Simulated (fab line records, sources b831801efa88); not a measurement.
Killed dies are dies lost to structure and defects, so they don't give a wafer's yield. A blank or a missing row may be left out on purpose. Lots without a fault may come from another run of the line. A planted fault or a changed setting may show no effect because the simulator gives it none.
Which tool did it? | flow gf180mcu | 7 lots, 21 wafers sampled, at 1 step of a route of 602

WHAT THE GAUGES READ, wafer by wafer
GF_V3_THK_MEAS_03.
lot  | measured     | on            | V3_CVD_02_THK (nm)
L711 | day 22 12:02 | film_metro-04 | 833 829 842
L715 | day 23 21:31 | film_metro-01 | 843 834 853
L717 | day 24 15:55 | film_metro-01 | 844 833 846
L721 | day 26 04:26 | film_metro-03 | 843 852 862
L723 | day 26 15:45 | film_metro-01 | 843 863 842
L725 | day 27 04:19 | film_metro-01 | 846 861 862
L727 | day 27 20:02 | film_metro-01 | 845 862 853

WHICH TOOL RAN EACH LOT (tool, then ch and the chambers of the sampled wafers, then the start)
The record holds no process step before these readings.

THE ANSWER, worked out from the rows above alone
Rule: what is usual is taken from the lots themselves. Put in order of their means at a reading, lots are off if they are a third of the lots or fewer, leave a main group of 4 or more, and stand apart from it by a gap of 3 or more times the standard deviation of the main group's means; of several such gaps the widest counts. A main group whose means are all the same, to the digits that the tables above print for the reading, isn't used. A lot without any number at a reading at which 4 lots or more have one is off too. The other lots that the step has rows for count as sound.
No lot is off at any reading shown: from this, nothing can be told.

WHAT THE SIMULATOR HAD PUT IN
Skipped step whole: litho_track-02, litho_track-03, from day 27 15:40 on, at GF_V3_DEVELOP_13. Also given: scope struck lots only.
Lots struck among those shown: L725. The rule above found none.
